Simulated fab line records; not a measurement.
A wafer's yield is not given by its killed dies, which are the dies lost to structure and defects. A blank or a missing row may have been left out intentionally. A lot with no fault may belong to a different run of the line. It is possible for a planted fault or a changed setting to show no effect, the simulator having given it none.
A lot that was struck, set against a sound lot    flow sky130    22 steps out of a route of 708
Sound: wafers L412.1, L412.2, L412.3. Struck: wafers L415.2, L415.5. (L415.3 of the same lot was not struck and is left out.) The cause comes at the end.
Order at every step that has rows: each side's tool, ch and its chambers, its first start. Under that, the readings that differ: sound wafers    struck wafers    difference of the means    sigmas: that difference in standard deviations of wafers without a fault.
alike: a reading whose means differ by less than 2 such deviations, as well as words and numbers matching on both sides. not compared: withheld readings; readings where some wafer has no value; bounds like >300 that might hide an equal value; numbers whose values overlap and for which the record gives no deviation.
The two part at a step that has a row with sigmas, a row that says differs or no value, or rows on one side only. Non-overlapping numbers with no deviation appear without sigmas and do not part them. A reading missing from all wafers of one side parts the sides only when that side holds two or more wafers.

SKY_METAL1_SPUTTER_00: material Ti, target thk 15 nm, time 10 s.
  sound: pvdSputter-04 at day 32 20:04; struck: pvdSputter-04 at day 33 21:19
  alike: throttleValvePct
SKY_METAL1_SPUTTER_01: material TiN, target thk 20 nm, time 16.7 s.
  sound: pvdSputter-04 at day 32 20:05; struck: pvdSputter-04 at day 33 21:21
  alike: throttleValvePct
then, 1 step without rows for these wafers: SKY_METAL1_SPUTTER_02 (material AlCu, target thk 250 nm, time 13.3 s).
SKY_METAL1_SPUTTER_03: material Ti, target thk 5 nm, time 3.3 s.
  sound: pvdSputter-04 at day 32 20:08; struck: pvdSputter-04 at day 33 21:24
  alike: throttleValvePct
then, 1 step without rows for these wafers: SKY_METAL1_SPUTTER_04 (material TiN, target thk 70 nm, time 58.3 s).
SKY_METAL1_RS_MEAS_05: the measuring method here is four-point-probe.
  sound: filmMetro-02 at day 32 20:13; struck: filmMetro-03 at day 33 21:29
  alike: METAL1_ALCU_RS
SKY_METAL1_THK_MEAS_06: measures by xrf.
  sound: filmMetro-02 at day 32 20:20; struck: filmMetro-03 at day 33 21:35
  alike: METAL1_ALCU_THK
then, 5 steps without rows for these wafers: SKY_METAL1_DEHYDRATE_07 (time 60 s); SKY_METAL1_HMDS_08 (prime time 60 s); SKY_METAL1_COAT_09 (resist thk 60 nm); SKY_METAL1_COAT_10 (resist thk 450 nm); SKY_METAL1_SOFTBAKE_11 (time 90 s).
SKY_METAL1_EXPOSE_12: exposes mask MM1, target cd 140 nm.
  sound on krfScanner-02 ch 0, day 33 09:49; struck on krfScanner-02 ch 0, day 34 10:05
  alike: mask, exposureDoseMJCm2
then, 2 steps without rows for these wafers: SKY_METAL1_PEB_13; SKY_METAL1_DEVELOP_14 (develop time 60 s).
SKY_METAL1_CD_MEAS_15: target cd 140 nm.
  sound: cdSem-01 at day 33 23:19; struck: cdSem-01 at day 34 23:54
reading    sound              struck     difference  sigmas
cdNm (nm)  137.5 138.9 138.5  97.3 97.0  -41.2       -26
SKY_METAL1_OVL_MEAS_16:
  sound: overlay-02 at day 33 23:26; struck: overlay-01 at day 35 00:01
  alike: METAL1_OVL
SKY_METAL1_DESCUM_17: chemistry O2, time 8 s.
  sound on rieMetal-03 ch 0,1, day 33 23:28; struck on rieMetal-01 ch 1, day 35 00:02
reading                   sound            struck       difference  sigmas
drypumpMotorCurrentA (A)  5.1 5.0 5.0      6.3 6.3      +1.3        +2
model.METAL1.cdNm (nm)    137.1 139 138.7  97.55 97.25  -40.87      
  alike: oesProductAu
  not compared: rfHoursCounterH
SKY_METAL1_ETCH_18: etches BARC in N2/H2, stops on SiO2, time 45.9 s, target depth 60 nm.
  sound on rieMetal-03 ch 0,1, day 33 23:29; struck on rieMetal-01 ch 1, day 35 00:04
reading                   sound        struck   difference  sigmas
drypumpMotorCurrentA (A)  5.1 5.0 5.0  6.3 6.3  +1.3        +2
  alike: oesProductAu, throttleValvePct
  not compared: rfHoursCounterH
SKY_METAL1_METAL_ETCH_19: etches the open film in Cl2/BCl3, stops on SiO2, target depth 360 nm, time 78 s.
  sound on rieMetal-03 ch 0,1, day 33 23:34; struck on rieMetal-01 ch 1, day 35 00:08
reading                   sound              struck      difference  sigmas
drypumpMotorCurrentA (A)  5.1 5.0 5.0        6.3 6.2     +1.2        +2
model.METAL1.cdNm (nm)    135.2 135.9 135.4  98.38 98.2  -37.21      
  alike: oesProductAu, throttleValvePct
  not compared: rfHoursCounterH
SKY_METAL1_STRIP_20: strips in O2/N2.
  sound on plasmaAsher-04 ch 0,1, day 33 23:39; struck on plasmaAsher-02 ch 0,1, day 35 00:13
  alike: drypumpMotorCurrentA, oesProductAu, stripTimeToEndpointS
  not compared: rfHoursCounterH
-- the record jumps here: 12 days lie between the struck wafers' starts before and after (it left off in module METAL1 and takes up again in module PAD_OPEN, whose first step shown is number 708 of the route) --
SKY_PAD_OPEN_PROBE_99:
  sound: prober-01 at day 46 16:14; struck: prober-02 at day 47 10:53
reading                  sound           struck     difference  sigmas
defectLimitedYield (%)   83.5 79.7 81.3  0 0        -82         -45
killed_at_M0_to_M3       40 48 48        455 443    +404        +59
killedDies               81 100 92       492 492    +401        +46
killedOnRim              14 14 18        96 96      +81         +22
sort_bin_5_function (%)  8.9 12.8 11.6   94.3 93.3  +82.7       +55
sortNPass                411 392 400     0 0        -401        -46
sortYieldPct (%)         83.5 79.7 81.3  0 0        -82         -45
  alike: killed_at_M4_up, killedAtContacts, killedAtFrontEnd, killedAtOther, killedOpen, killedShort, sort_bin_3_pad_short, sort_bin_6_memory

## WHERE THEY PART
Earliest at SKY_METAL1_CD_MEAS_15; latest, in this record, at SKY_PAD_OPEN_PROBE_99.

WHY: the cause the simulator had injected
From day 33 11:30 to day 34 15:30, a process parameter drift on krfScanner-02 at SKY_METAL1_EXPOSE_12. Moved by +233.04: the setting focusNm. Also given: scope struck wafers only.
